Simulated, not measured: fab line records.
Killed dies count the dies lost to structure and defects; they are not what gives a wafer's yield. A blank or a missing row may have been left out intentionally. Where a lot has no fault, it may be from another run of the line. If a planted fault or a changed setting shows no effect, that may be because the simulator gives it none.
Which tool is to blame? -- flow gf180mcu -- Sampling: 6 lots, 18 wafers, 5 of 602 route steps

WHAT THE GAUGES SHOWED, per wafer
GF_SAB_THK_MEAS_01.
lot,measured,on,SAB_CVD_00_THK (nm)
L898,day 15 14:29,filmMetro-04,48.8 50.0 49.8
L901,day 16 21:04,filmMetro-04,99.6 100.9 100.6
L906,day 18 15:56,filmMetro-01,101.0 102.6 102.6
L911,day 20 07:47,filmMetro-01,50.5 51.2 50.7
L914,day 21 10:05,filmMetro-02,50.4 50.6 51.6
L916,day 21 19:32,filmMetro-04,49.2 50.2 50.3

WHAT TOOL EACH LOT RAN ON (gives the tool, then ch and the chambers of the sampled wafers, and finally the start)
lot,GF_HV_LDD_STRIP_37,GF_HV_LDD_RTA_52,GF_PSD_RTA_13,GF_SAB_CVD_00
L898,"plasmaAsher-04 ch 0,1, day 12 19:46","rtpAnneal-01 ch 0, day 13 16:21","rtpAnneal-02 ch 0, day 15 14:09","pecvd-02 ch 0,1,2, day 15 14:28"
L901,"plasmaAsher-02 ch 0,1, day 14 00:40","rtpAnneal-01 ch 0, day 14 20:59","rtpAnneal-02 ch 0, day 16 20:27","pecvd-03 ch 0,2, day 16 20:46"
L906,"plasmaAsher-01 ch 0,1, day 15 14:45","rtpAnneal-01 ch 0, day 16 13:36","rtpAnneal-01 ch 0, day 18 15:25","pecvd-04 ch 0,1, day 18 15:43"
L911,"plasmaAsher-01 ch 0,1, day 17 01:56","rtpAnneal-02 ch 0, day 18 01:47","rtpAnneal-02 ch 0, day 20 07:26","pecvd-04 ch 0,1, day 20 07:44"
L914,"plasmaAsher-02 ch 0,1, day 18 04:41","rtpAnneal-01 ch 0, day 19 05:11","rtpAnneal-01 ch 0, day 21 09:40","pecvd-04 ch 0,1,2, day 21 10:03"
L916,"plasmaAsher-01 ch 0,1, day 18 15:01","rtpAnneal-02 ch 0, day 19 15:44","rtpAnneal-02 ch 0, day 21 19:11","pecvd-03 ch 0,1,2, day 21 19:31"
- GF_HV_LDD_STRIP_37: strips in O2/N2.
- GF_HV_LDD_RTA_52: time 10 s.
- GF_PSD_RTA_13: time 20 s.
- GF_SAB_CVD_00: deposits SiO2 from TEOS, target thk 50 nm, time 4.9302 s.

THE ANSWER, worked out from the rows above alone
Rule: the lots themselves supply what counts as usual. The widest of any qualifying gaps counts: lots, ordered by their means at a reading, are off when they make up no more than a third of the lots, leave a main group of 4 or more, and stand apart from it by 3 or more times the standard deviation of that group's means. If all means in a main group match to the digits the tables above print for the reading, that group is not used. Also off: a lot with no number at a reading for which 4 or more lots have one. Any other lot the step has rows for is counted as sound.
Off: L901, L906, seen at GF_SAB_THK_MEAS_01 (SAB_CVD_00_THK). Main group: mean 50.3 nm, sd 0.57.
If a tool, at a process step before that reading, ran all the lots that are off and no sound lot after the first of them, it fits. Those tools and the gauges at GF_SAB_THK_MEAS_01 are tried in the same way. No candidate that was tried fits.

WHAT THE SIMULATOR PUT IN
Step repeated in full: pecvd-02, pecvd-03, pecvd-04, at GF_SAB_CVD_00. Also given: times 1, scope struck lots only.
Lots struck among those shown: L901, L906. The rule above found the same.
